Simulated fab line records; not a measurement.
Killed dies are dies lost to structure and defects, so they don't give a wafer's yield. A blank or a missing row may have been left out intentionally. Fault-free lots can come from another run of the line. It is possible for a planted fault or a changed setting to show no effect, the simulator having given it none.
2 desks, one fault / flow sky130 / every desk sees just its own numbers, and what lay behind them comes last

METROLOGY DESK
Lot by lot, what the gauges showed, no matter which tool ran the lot: averages of those sampled wafers that carry a number. If a lot's mean is further than 4 standard deviations from the usual mean, the lot is out of limits and carries the mark OUT (the distance appears in the brackets).
Columns: A = VT_ADJUST_HVTR_TW at SKY_VT_ADJUST_HVTR_TW_MEAS_11, usual 210.8; B = SONOS_ONO_CVD_02_THK at SKY_SONOS_ONO_THK_MEAS_03, usual 10.45 nm; C = SONOS_ONO_CVD_04_THK at SKY_SONOS_ONO_THK_MEAS_05, usual 5.70 nm
lot=L235; first seen here=day 10 01:40; A=209.7; B=10.48; C=5.62
lot=L237; first seen here=day 10 12:03; A=211.1; B=10.40; C=5.63
lot=L238; first seen here=day 10 16:19; A=213.4; B=10.40; C=5.59
lot=L240; first seen here=day 11 02:56; A=213.1; B=10.55; C=5.80
lot=L241; first seen here=day 11 08:08; A=210.1; B=10.19; C=5.64
lot=L242; first seen here=day 11 20:49; A=209.9; B=10.28; C=5.81
lot=L243; first seen here=day 12 00:54; A=209.8; B=10.39; C=5.65
lot=L244; first seen here=day 12 05:58; A=213.5; B=10.26; C=5.76
lot=L246; first seen here=day 12 19:01; A=213.7; B=10.51; C=5.72
lot=L250; first seen here=day 13 23:11; A=208.4; B=10.45; C=5.52
lot=L254; first seen here=day 15 05:12; A=207.7; B=10.48; C=9.02 (+34) OUT
This desk's finding: out of limits on L254; first on L254, day 17 18:19 (SONOS_ONO_CVD_04_THK at SKY_SONOS_ONO_THK_MEAS_05). Within limits: L235, L237, L238, L240, L241, L242, L243, L244, L246, L250.

THE TOOL OWNER'S DESK: lpcvd-03
The tool's own readings at SKY_SONOS_ONO_CVD_04 (deposits SiO2 from SiH4/N2O, target thk 5.7199 nm): means of the sampled wafers that have a number, for each lot that ran on this tool. If a lot's mean is further than 4 standard deviations from the usual mean, the lot is out of limits and carries the mark OUT (the distance appears in the brackets). Of its 9 readings 7 are shown: the one that was out of limits first, and those that lie furthest out on some lot.
Columns: A = spike tc bottom C at SKY_SONOS_ONO_CVD_04, usual 918.2 C; B = spike tc centre C at SKY_SONOS_ONO_CVD_04, usual 901.6 C; C = spike tc lower C at SKY_SONOS_ONO_CVD_04, usual 900.8 C; D = spike tc top C at SKY_SONOS_ONO_CVD_04, usual 911.2 C; E = spike tc upper C at SKY_SONOS_ONO_CVD_04, usual 899.8 C; F = susceptor temp C at SKY_SONOS_ONO_CVD_04, usual 900.0 C; G = zone power centre pct at SKY_SONOS_ONO_CVD_04, usual 18.54 %
lot=L235; first seen here=day 12 04:21; A=919.4; B=902.0; C=901.0; D=910.3; E=900.2; F=900.2; G=18.57
lot=L237; first seen here=day 12 18:26; A=916.7; B=902.6; C=900.1; D=913.5; E=900.3; F=900.1; G=18.37
lot=L238; first seen here=day 12 22:29; A=916.4; B=902.2; C=900.5; D=913.7; E=900.1; F=899.6; G=18.22
lot=L240; first seen here=day 13 07:26; A=916.2; B=901.8; C=900.4; D=912.9; E=899.6; F=899.4; G=18.46
lot=L241; first seen here=day 13 12:57; A=916.2; B=902.2; C=901.0; D=913.3; E=898.6; F=900.1; G=18.32
lot=L242; first seen here=day 14 06:59; A=919.1; B=901.4; C=900.8; D=909.9; E=899.5; F=900.5; G=18.83
lot=L243; first seen here=day 14 11:33; A=915.7; B=901.7; C=899.8; D=911.7; E=899.6; F=899.9; G=18.46
lot=L244; first seen here=day 14 15:48; A=915.8; B=901.2; C=900.0; D=912.0; E=900.2; F=900.3; G=18.51
lot=L246; first seen here=day 15 05:24; A=919.8; B=901.5; C=901.1; D=909.2; E=899.7; F=900.0; G=18.74
lot=L250; first seen here=day 16 13:11; A=920.6; B=900.7; C=901.1; D=909.6; E=900.1; F=900.4; G=18.76
lot=L254; first seen here=day 17 17:04; A=968.1 (+26) OUT; B=952.5 (+51) OUT; C=951.0 (+42) OUT; D=963.9 (+31) OUT; E=950.3 (+50) OUT; F=951.0 (+99 or more) OUT; G=20.93 (+8.9) OUT
Finding of this desk: L254 out of limits; the first was L254 at day 17 17:04, on spike tc bottom C at SKY_SONOS_ONO_CVD_04. Within limits: L235, L237, L238, L240, L241, L242, L243, L244, L246, L250.

BROUGHT TOGETHER
At day 17 17:04, on L254, the tool owner's desk was in a position to raise an alarm.
Metrology desk: alarm possible at day 17 18:19 on L254.
Of the lots named, all ran SKY_SONOS_ONO_CVD_04 on lpcvd-03.

WHAT THE SIMULATOR HAD PUT IN
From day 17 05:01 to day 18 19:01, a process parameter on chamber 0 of lpcvd-03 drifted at SKY_SONOS_ONO_CVD_04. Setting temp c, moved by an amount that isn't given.
Shown lots that were struck: L254.
Hours from the fault's start to each desk's first reading out of limits: the tool owner's desk, 12; the metrology desk, 13.
